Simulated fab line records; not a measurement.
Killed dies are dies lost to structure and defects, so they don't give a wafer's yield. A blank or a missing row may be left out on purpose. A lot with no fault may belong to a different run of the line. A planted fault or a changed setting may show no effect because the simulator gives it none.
One fault seen from 2 desks :: flow sky130 :: numbers are kept per desk, each desk with only its own; the story behind them comes last

THE METROLOGY DESK
What the gauges read for every lot (on any tool): the sampled wafers with a number, averaged. Any lot whose mean is over 4 standard deviations away from the usual mean is out of limits and marked OUT; that distance is given in the brackets.
Columns: A = SD_N_RS at SKY_SD_N_RS_MEAS_16, usual 68.51 ohm/sq; B = SD_P_RS at SKY_SD_N_RS_MEAS_17, usual 147.8 ohm/sq
lot: L235
first seen here: day 28 05:46
A: 68.46
B: 147.7

lot: L238
first seen here: day 30 03:45
A: 68.47
B: 148.0

lot: L239
first seen here: day 30 14:47
A: 68.42
B: 147.5

lot: L240
first seen here: day 30 23:44
A: 68.51
B: 147.9

lot: L246
first seen here: day 32 10:26
A: 68.44
B: 147.3

lot: L251
first seen here: day 33 20:11
A: 70.98 (+25) OUT
B: 148.0

lot: L252
first seen here: day 33 23:27
A: 70.94 (+24) OUT
B: 147.8

lot: L253
first seen here: day 34 12:53
A: 68.57
B: 148.1

lot: L255
first seen here: day 35 08:29
A: 68.57
B: 148.0

lot: L256
first seen here: day 35 08:47
A: 68.48
B: 147.8

lot: L257
first seen here: day 35 09:12
A: 68.46
B: 148.0
This desk's finding: out of limits on L251, L252; first on L251, day 33 20:11 (SD_N_RS at SKY_SD_N_RS_MEAS_16). In limits: L235, L238, L239, L240, L246, L253, L255, L256, L257.

FOR THE TOOL OWNER'S DESK: implanter-01
The tool's own readings at SKY_SD_N_IMPLANT_09, given as means over the sampled wafers that have a number, one for each lot that went through this tool. Any lot whose mean is over 4 standard deviations away from the usual mean is out of limits and marked OUT; that distance is given in the brackets.
Columns: A = beam on s at SKY_SD_N_IMPLANT_09, usual 19.1 s; B = faraday current uA at SKY_SD_N_IMPLANT_09, usual 11520
lot: L235
first seen here: day 28 05:05
A: 20.0
B: 10981

lot: L238
first seen here: day 30 03:04
A: 19.3
B: 11410

lot: L251
first seen here: day 33 19:29
A: 15.1 (-7.0) OUT
B: 14581 (+9.0) OUT

lot: L252
first seen here: day 33 22:46
A: 15.0 (-7.1) OUT
B: 14646 (+9.2) OUT
This desk finds L251, L252 out of limits, L251 being first, at day 33 19:29 (beam on s at SKY_SD_N_IMPLANT_09). In limits: L235, L238.

ALL TOGETHER
The tool owner's desk could have raised an alarm at day 33 19:29, on L251, L252.
The metrology desk could have raised an alarm at day 33 20:11, on L251, L252.
All the named lots went through SKY_SD_N_IMPLANT_09 on implanter-01.

WHAT THE SIMULATOR HAD INSERTED
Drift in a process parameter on implanter-01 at SKY_SD_N_IMPLANT_09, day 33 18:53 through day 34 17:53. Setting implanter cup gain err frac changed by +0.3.
Struck lots among those shown: L251, L252.
Counting hours from when the fault started, the first reading out of limits came at 1 for the tool owner's desk and at 1 for the metrology desk.
